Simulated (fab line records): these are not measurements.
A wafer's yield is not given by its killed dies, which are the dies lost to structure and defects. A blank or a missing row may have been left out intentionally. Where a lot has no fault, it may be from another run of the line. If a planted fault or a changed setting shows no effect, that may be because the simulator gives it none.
Which tool is to blame? | flow sfq-line | Sampling: 8 lots, 24 wafers, 4 of 325 route steps

WHAT EACH GAUGE READ, for each wafer
SFQ_I1_OVL_MEAS_913.
lot  | measured     | on         | I1_OVL (nm)
L133 | day 26 00:28 | overlay-01 | -2 1 1
L135 | day 26 16:05 | overlay-02 | -2 -3 -2
L138 | day 28 17:20 | overlay-02 | 1 7 3
L140 | day 29 14:56 | overlay-02 | -3 -3 8
L143 | day 30 12:40 | overlay-01 | -1 -7 -1
L145 | day 31 05:28 | overlay-01 | 160 169 170 157 164 165
L147 | day 31 23:28 | overlay-02 | 167 165 168 163 162 165
L153 | day 35 04:15 | overlay-02 | 168 168 169 165 165 166

WHAT TOOL EACH LOT RAN ON (gives the tool, then ch and the chambers of the sampled wafers, and finally the start)
lot  | SFQ_TRILAYER_I0_VIA_BARC_OPEN_VIA_ETCH_046 | SFQ_TRILAYER_I0_VIA_STRIP_STRIP_035 | SFQ_TRILAYER_I1_VIA_LITHO_EXPOSE_050
L133 | rie-diel-01 ch 2,3, day 13 06:28           | rie-metal-02 ch 0, day 13 06:37     | krf-scanner-02 ch 0, day 25 22:58
L135 | rie-diel-03 ch 0,1,3, day 13 20:52         | rie-metal-03 ch 1, day 13 21:13     | krf-scanner-02 ch 0, day 26 14:46
L138 | rie-diel-01 ch 1,2, day 15 13:11           | rie-metal-01 ch 0,1, day 15 13:21   | krf-scanner-02 ch 0, day 28 16:01
L140 | rie-diel-02 ch 1,3, day 16 05:14           | rie-metal-03 ch 0,1, day 16 05:23   | krf-scanner-02 ch 0, day 29 13:37
L143 | rie-diel-03 ch 0,2,3, day 23 11:11         | rie-metal-02 ch 0, day 23 11:56     | krf-scanner-01 ch 0, day 30 11:45
L145 | rie-diel-01 ch 0,1,3, day 24 08:47         | rie-metal-01 ch 0,1, day 24 09:08   | krf-scanner-01 ch 0, day 31 04:21
L147 | rie-diel-01 ch 1,2,3, day 25 01:35         | rie-metal-02 ch 0,1, day 25 02:01   | krf-scanner-01 ch 0, day 31 22:21
L153 | rie-diel-01 ch 1,3, day 28 00:34           | rie-metal-01 ch 0,1, day 28 00:43   | krf-scanner-01 ch 0, day 35 02:56
- SFQ_TRILAYER_I0_VIA_BARC_OPEN_VIA_ETCH_046: etches BARC in O2, target depth 125 nm, time 41.7 s.
- SFQ_TRILAYER_I0_VIA_STRIP_STRIP_035: strips in O2.
- SFQ_TRILAYER_I1_VIA_LITHO_EXPOSE_050: exposes mask I1, target cd 500 nm.

THE ANSWER, worked out from the rows above alone
Rule: the lots themselves supply what counts as usual. Put in order of their means at a reading, lots are off if they are a third of the lots or fewer, leave a main group of 4 or more, and stand apart from it by a gap of 3 or more times the standard deviation of the main group's means; of several such gaps the widest counts. The tables above print the reading to a certain number of digits; a main group whose means all agree to those digits is not used. A lot without any number at a reading at which 4 lots or more have one is off too. All remaining lots with rows at the step are treated as sound.
No lot is off on any of the readings shown, so nothing can be concluded from this.

WHAT WAS PUT IN BY THE SIMULATOR
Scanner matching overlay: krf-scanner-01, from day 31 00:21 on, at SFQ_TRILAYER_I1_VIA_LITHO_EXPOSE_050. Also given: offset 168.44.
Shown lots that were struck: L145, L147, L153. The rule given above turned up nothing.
